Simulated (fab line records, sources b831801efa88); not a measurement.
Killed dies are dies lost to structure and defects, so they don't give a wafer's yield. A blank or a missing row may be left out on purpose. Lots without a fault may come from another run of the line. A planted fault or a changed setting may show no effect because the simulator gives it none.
A struck lot beside a sound one | flow sky130 | 31 steps out of a route of 708
Sound: wafers L398.3, L398.4, L398.6. Struck: wafers L404.2, L404.3, L404.5. The cause comes at the end.
At each step with rows: each side's tool, then ch and its chambers, then its first start. Under that, the readings that differ: sound wafers | struck wafers | difference of the means | sigmas: that difference in standard deviations of wafers without a fault.
alike: readings whose means differ by less than 2 such deviations, and words and numbers that are the same on both sides. not compared: withheld readings, readings that some wafer has no value for, bounds like >300 that may hide the same value, and numbers for which the record gives no deviation and whose values overlap.
The two part at a step that has a row with sigmas, a row that says differs or no value, or rows on one side only. Numbers that don't overlap but have no deviation are shown without sigmas and don't part them. A reading that every wafer of one side lacks parts them only if that side has two wafers or more.

first, 1 step without rows for these wafers: SKY_PWDE_IMPLANT_08.
SKY_PWDE_STRIP_09: strips in O2/N2.
  sound on plasma_asher-03 ch 0,1, day 5 17:11; struck on plasma_asher-01 ch 0,1, day 7 03:40
  alike: drypump_motor_current_A, oes_product_au, strip_time_to_endpoint_s
  not compared: rf_hours_counter_h
SKY_PWDE_TW_MEAS_10:
  sound on film_metro-04, day 5 17:16; struck on film_metro-02, day 7 03:47
  reading | sound       | struck      | difference | sigmas
  PWDE_TW | 378 379 376 | 367 368 365 | -11        | -3
then, 7 steps without rows for these wafers: SKY_NWELL_DEHYDRATE_03 (time 60 s); SKY_NWELL_HMDS_04 (prime time 60 s); SKY_NWELL_COAT_05 (resist thk 3000 nm); SKY_NWELL_SOFTBAKE_06; SKY_NWELL_EXPOSE_07 (exposes mask NWM, target cd 840 nm); SKY_NWELL_PEB_08; SKY_NWELL_DEVELOP_09 (develop time 60 s).
SKY_NWELL_OVL_MEAS_10:
  sound on overlay-02, day 6 10:11; struck on overlay-02, day 7 23:17
  alike: NWELL_00_OVL
then, 1 step without rows for these wafers: SKY_NWELL_IMPLANT_11.
SKY_NWELL_IMPLANT_12:
  sound on implanter-03 ch 0, day 6 10:24; struck on implanter-01 ch 0, day 7 23:29
  reading            | sound                           | struck                           | difference  | sigmas
  dose_ions_cm2      | 1.3002e+12 1.301e+12 1.3011e+12 | 1.4394e+12 1.4405e+12 1.4426e+12 | +1.4007e+11 | +93
  faraday_current_uA | 7.35 7.20 7.31                  | 8.14 8.09 8.22                   | +0.86       | +6
then, 1 step without rows for these wafers: SKY_NWELL_IMPLANT_13.
SKY_NWELL_STRIP_14: strips in O2/N2.
  sound on plasma_asher-04 ch 0,1, day 6 10:41; struck on plasma_asher-02 ch 0,1, day 7 23:46
  alike: drypump_motor_current_A, oes_product_au, strip_time_to_endpoint_s
  not compared: rf_hours_counter_h
SKY_NWELL_TW_MEAS_15:
  sound on film_metro-02, day 6 10:46; struck on film_metro-01, day 7 23:52
  alike: NWELL_TW
then, 7 steps without rows for these wafers: SKY_NWELL_DEHYDRATE_16 (time 60 s); SKY_NWELL_HMDS_17 (prime time 60 s); SKY_NWELL_COAT_18 (resist thk 3000 nm); SKY_NWELL_SOFTBAKE_19; SKY_NWELL_EXPOSE_20 (exposes mask NWM COMPLEMENT, target cd 840 nm); SKY_NWELL_PEB_21; SKY_NWELL_DEVELOP_22 (develop time 60 s).
SKY_NWELL_OVL_MEAS_23:
  sound on overlay-01, day 7 06:29; struck on overlay-01, day 8 18:46
  alike: NWELL_01_OVL
then, 1 step without rows for these wafers: SKY_NWELL_IMPLANT_24.
SKY_NWELL_STRIP_25: strips in O2/N2.
  sound on plasma_asher-04 ch 0,1, day 7 06:42; struck on plasma_asher-02 ch 0,1, day 8 18:57
  alike: drypump_motor_current_A, oes_product_au, strip_time_to_endpoint_s
  not compared: rf_hours_counter_h
SKY_NWELL_TW_MEAS_26:
  sound on film_metro-02, day 7 06:47; struck on film_metro-02, day 8 19:04
  alike: NWELL_2_TW
then, 1 step without rows for these wafers: SKY_NWELL_CLEAN_27 (cleans in SC1/SC2, time 150 s).
SKY_NWELL_RTA_28: time 30 s.
  sound on rtp_anneal-02 ch 0, day 7 06:55; struck on rtp_anneal-02 ch 0, day 8 19:11
  alike: lamp_power_pct, ramp_up_c_per_s, wafer_temp_C_max
SKY_NWELL_RS_MEAS_29: measures by four-point-probe.
  sound on film_metro-02, day 7 07:01; struck on film_metro-04, day 8 19:17
  alike: NWELL_RS
-- the record jumps here: 40 days lie between the struck wafers' starts before and after (it left off in module NWELL and takes up again in module PAD_OPEN, whose first step shown is number 708 of the route) --
SKY_PAD_OPEN_PROBE_99:
  sound on prober-02, day 47 14:49; struck on prober-02, day 49 01:32
  reading                                  | sound                   | struck                  | difference | sigmas
  model.etest.pfet_16v.vt_v (V)            | -1.119 -1.114 -1.114    | -1.137 -1.147 -1.143    | -0.027     |
  model.etest.pfet_g5v0d10v5.vt_long_v (V) | -0.9362 -0.9347 -0.9373 | -0.9599 -0.9703 -0.9655 | -0.0292    |
  model.etest.pfet_01v8_lvt.vt_sat_v (V)   | -0.4603 -0.4516 -0.4498 | -0.4649 -0.4694 -0.4701 | -0.0142    |
  alike: killed_at_M0_to_M3, killed_at_M4_up, killed_at_contacts, killed_at_front_end, killed_at_other, killed_dies, killed_open, killed_short
  not compared: model.etest.pfet_01v8_lvt.drive_ua_um, model.etest.pfet_g5v0d10v5.off_log10_a_um, model.etest.pfet_01v8_lvt.off_log10_a_um, model.etest.pfet_g5v0d10v5.vt_sat_v, model.etest.pfet_g5v0d10v5.vt_v

WHERE THEY PART
First at SKY_PWDE_TW_MEAS_10; last, within this record, at SKY_NWELL_IMPLANT_12. Later steps at which nothing parts them and some readings are alike: SKY_NWELL_STRIP_14, SKY_NWELL_TW_MEAS_15, SKY_NWELL_OVL_MEAS_23, SKY_NWELL_STRIP_25, SKY_NWELL_TW_MEAS_26, SKY_NWELL_RTA_28, SKY_NWELL_RS_MEAS_29, SKY_PAD_OPEN_PROBE_99.

WHY: what the simulator had put in
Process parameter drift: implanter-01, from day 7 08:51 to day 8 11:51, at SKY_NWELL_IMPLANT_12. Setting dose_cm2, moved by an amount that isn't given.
